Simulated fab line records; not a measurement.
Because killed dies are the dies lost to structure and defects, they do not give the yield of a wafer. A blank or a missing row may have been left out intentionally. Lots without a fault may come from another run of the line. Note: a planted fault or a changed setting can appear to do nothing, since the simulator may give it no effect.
Which tool is to blame? ; flow gf180mcu ; 14 lots (42 wafers sampled), 1 step of a 602-step route

WHAT EACH GAUGE READ, for each wafer
GF_M1_CD_MEAS_14: target cd 230 nm. Usual: 230.4 nm for cdNm, sd 1.3.
lot;measured;on;cdNm (nm);flag
L872;day 18 01:32;cdSem-02;231.0 230.3 229.9;
L874;day 18 07:27;cdSem-02;233.6 232.9 234.2;
L876;day 19 11:36;cdSem-01;229.5 229.1 227.9;
L878;day 19 22:55;cdSem-01;231.4 231.2 230.5;
L877;day 19 23:17;cdSem-02;230.2 230.4 229.7;
L879;day 20 07:49;cdSem-01;230.9 229.7 229.7;
L880;day 20 16:56;cdSem-01;231.7 232.6 232.4;
L881;day 20 23:39;cdSem-01;229.3 227.5 229.4;
L882;day 21 06:47;cdSem-02;228.1 227.6 227.5;
L883;day 21 14:04;cdSem-02;230.8 230.7 227.9;
L884;day 21 22:20;cdSem-02;229.3 230.0 230.4;
L885;day 22 10:55;cdSem-01;231.4 233.2 230.9;
L886;day 22 14:04;cdSem-01;229.5 229.6 229.5;
L889;day 23 13:10;cdSem-02;230.5 230.9 229.9;

TOOL THAT RAN EACH LOT (tool first, then ch and the chambers of the sampled wafers, then the start)
Record: no process step prior to these readings.

AS READ BY THE TOOLS THEMSELVES (means over the sampled wafers that have a number; for cases with no such wafer, the mark the record gives instead)
The record holds no such reading with a usual standard deviation.

THE ANSWER, worked out from the rows above alone
Rule: lot off if the mean of its wafers having a number is beyond 3 standard deviations from the usual mean. Also off: a lot with no number at a reading for which 4 or more lots have one. The other lots that the step has rows for count as sound. First the gauges in route order, then the tools' own readings, where a lot's mean is used as printed above. At the first step where some lot is off, the reading lying furthest off is the one used; lots without a number count as furthest.
Nothing can be told from this: no lot is off at any reading shown.

WHAT THE SIMULATOR HAD PUT IN
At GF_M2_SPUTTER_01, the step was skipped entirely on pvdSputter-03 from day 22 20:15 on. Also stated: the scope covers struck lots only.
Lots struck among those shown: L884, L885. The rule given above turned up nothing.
